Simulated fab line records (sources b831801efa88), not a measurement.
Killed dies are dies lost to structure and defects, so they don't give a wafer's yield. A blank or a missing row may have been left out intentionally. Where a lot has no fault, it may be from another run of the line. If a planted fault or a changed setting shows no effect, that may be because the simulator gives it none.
Tool commonality check || flow sky130 || 33 wafers sampled across 11 lots

== WHY THIS WAS OPENED ==
At SKY_LDD_P_TW_MEAS_11 the reading LDD_P_TW is flagged on 2 of 11 lots. Wafers without a fault read 633, standard deviation 3.6.
Rule: a lot is flagged in two cases, either no wafer of it has a number, or all its wafers with numbers fall more than 4 standard deviations from that mean. As for the other lots, they are considered sound.

{"lot": "L268", "measured": "day 19 09:35", "on": "film-metro-03", "LDD_P_TW, wafer by wafer": "637 634 637", "flag": ""}
{"lot": "L269", "measured": "day 19 12:44", "on": "film-metro-02", "LDD_P_TW, wafer by wafer": "635 629 632", "flag": ""}
{"lot": "L273", "measured": "day 21 03:38", "on": "film-metro-01", "LDD_P_TW, wafer by wafer": "653 659 654", "flag": "FLAGGED"}
{"lot": "L275", "measured": "day 22 00:13", "on": "film-metro-02", "LDD_P_TW, wafer by wafer": "658 655 657", "flag": "FLAGGED"}
{"lot": "L279", "measured": "day 23 12:19", "on": "film-metro-03", "LDD_P_TW, wafer by wafer": "640 641 643", "flag": ""}
{"lot": "L282", "measured": "day 24 21:36", "on": "film-metro-03", "LDD_P_TW, wafer by wafer": "637 638 639", "flag": ""}
{"lot": "L283", "measured": "day 25 03:51", "on": "film-metro-02", "LDD_P_TW, wafer by wafer": "631 628 631", "flag": ""}
{"lot": "L285", "measured": "day 25 16:42", "on": "film-metro-03", "LDD_P_TW, wafer by wafer": "635 632 630", "flag": ""}
{"lot": "L287", "measured": "day 26 05:11", "on": "film-metro-02", "LDD_P_TW, wafer by wafer": "627 629 629", "flag": ""}
{"lot": "L288", "measured": "day 26 13:58", "on": "film-metro-01", "LDD_P_TW, wafer by wafer": "630 632 629", "flag": ""}
{"lot": "L289", "measured": "day 26 23:04", "on": "film-metro-01", "LDD_P_TW, wafer by wafer": "630 628 629", "flag": ""}
The numbers of the flagged lots are 656 on average: +23 against the usual, or +6 standard deviations.

== EACH LOT AND THE TOOL IT RAN ON ==
The record keeps 1 process step preceding the reading, out of 708 steps on the route. Each cell gives the tool, then ch followed by the chambers the sampled wafers passed through, then the start.
{"lot": "L268", "flag": "", "SKY_LDD_P_IMPLANT_09": "implanter-04 ch 0, day 19 09:20"}
{"lot": "L269", "flag": "", "SKY_LDD_P_IMPLANT_09": "implanter-03 ch 0, day 19 12:29"}
{"lot": "L273", "flag": "FLAGGED", "SKY_LDD_P_IMPLANT_09": "implanter-03 ch 0, day 21 03:23"}
{"lot": "L275", "flag": "FLAGGED", "SKY_LDD_P_IMPLANT_09": "implanter-03 ch 0, day 22 00:00"}
{"lot": "L279", "flag": "", "SKY_LDD_P_IMPLANT_09": "implanter-04 ch 0, day 23 12:04"}
{"lot": "L282", "flag": "", "SKY_LDD_P_IMPLANT_09": "implanter-03 ch 0, day 24 21:21"}
{"lot": "L283", "flag": "", "SKY_LDD_P_IMPLANT_09": "implanter-04 ch 0, day 25 03:36"}
{"lot": "L285", "flag": "", "SKY_LDD_P_IMPLANT_09": "implanter-03 ch 0, day 25 16:27"}
{"lot": "L287", "flag": "", "SKY_LDD_P_IMPLANT_09": "implanter-03 ch 0, day 26 04:56"}
{"lot": "L288", "flag": "", "SKY_LDD_P_IMPLANT_09": "implanter-01 ch 0, day 26 13:43"}
{"lot": "L289", "flag": "", "SKY_LDD_P_IMPLANT_09": "implanter-04 ch 0, day 26 22:49"}
What is done by these steps:
- SKY_LDD_P_IMPLANT_09
- SKY_LDD_P_TW_MEAS_11

== FLAGGED AGAINST TOTAL, ONE TOOL AT A TIME (gauges that did the reading follow at the end) ==
{"step": "SKY_LDD_P_IMPLANT_09", "tool": "implanter-01", "lots run": 1, "flagged": 0, "share of the flagged lots": "none", "sound lots run after its first flagged lot": "-"}
{"step": "SKY_LDD_P_IMPLANT_09", "tool": "implanter-03", "lots run": 6, "flagged": 2, "share of the flagged lots": "all", "sound lots run after its first flagged lot": "3 (L282,L285,L287)"}
{"step": "SKY_LDD_P_IMPLANT_09", "tool": "implanter-04", "lots run": 4, "flagged": 0, "share of the flagged lots": "none", "sound lots run after its first flagged lot": "-"}
{"step": "SKY_LDD_P_TW_MEAS_11", "tool": "film-metro-01", "lots run": 3, "flagged": 1, "share of the flagged lots": "some", "sound lots run after its first flagged lot": "2 (L288,L289)"}
{"step": "SKY_LDD_P_TW_MEAS_11", "tool": "film-metro-02", "lots run": 4, "flagged": 1, "share of the flagged lots": "some", "sound lots run after its first flagged lot": "2 (L283,L287)"}
{"step": "SKY_LDD_P_TW_MEAS_11", "tool": "film-metro-03", "lots run": 4, "flagged": 0, "share of the flagged lots": "none", "sound lots run after its first flagged lot": "-"}

== WHAT THE TABLE ALLOWS ==
1 row of the table ran every flagged lot: implanter-03 at SKY_LDD_P_IMPLANT_09.
- implanter-03 at SKY_LDD_P_IMPLANT_09 ran 6 lots, 2 of them flagged. After the first flagged lot (L282, L285, L287), sound lots still ran on it; a lasting fault on the whole tool would not permit that. Its own readings lie more than 4 standard deviations out on every wafer of the flagged lots: dose-ions-cm2, faraday-current-uA.
Not one row of the table ran every flagged lot while running no sound lot after the first.

== WHAT THE SIMULATOR HAD PUT IN ==
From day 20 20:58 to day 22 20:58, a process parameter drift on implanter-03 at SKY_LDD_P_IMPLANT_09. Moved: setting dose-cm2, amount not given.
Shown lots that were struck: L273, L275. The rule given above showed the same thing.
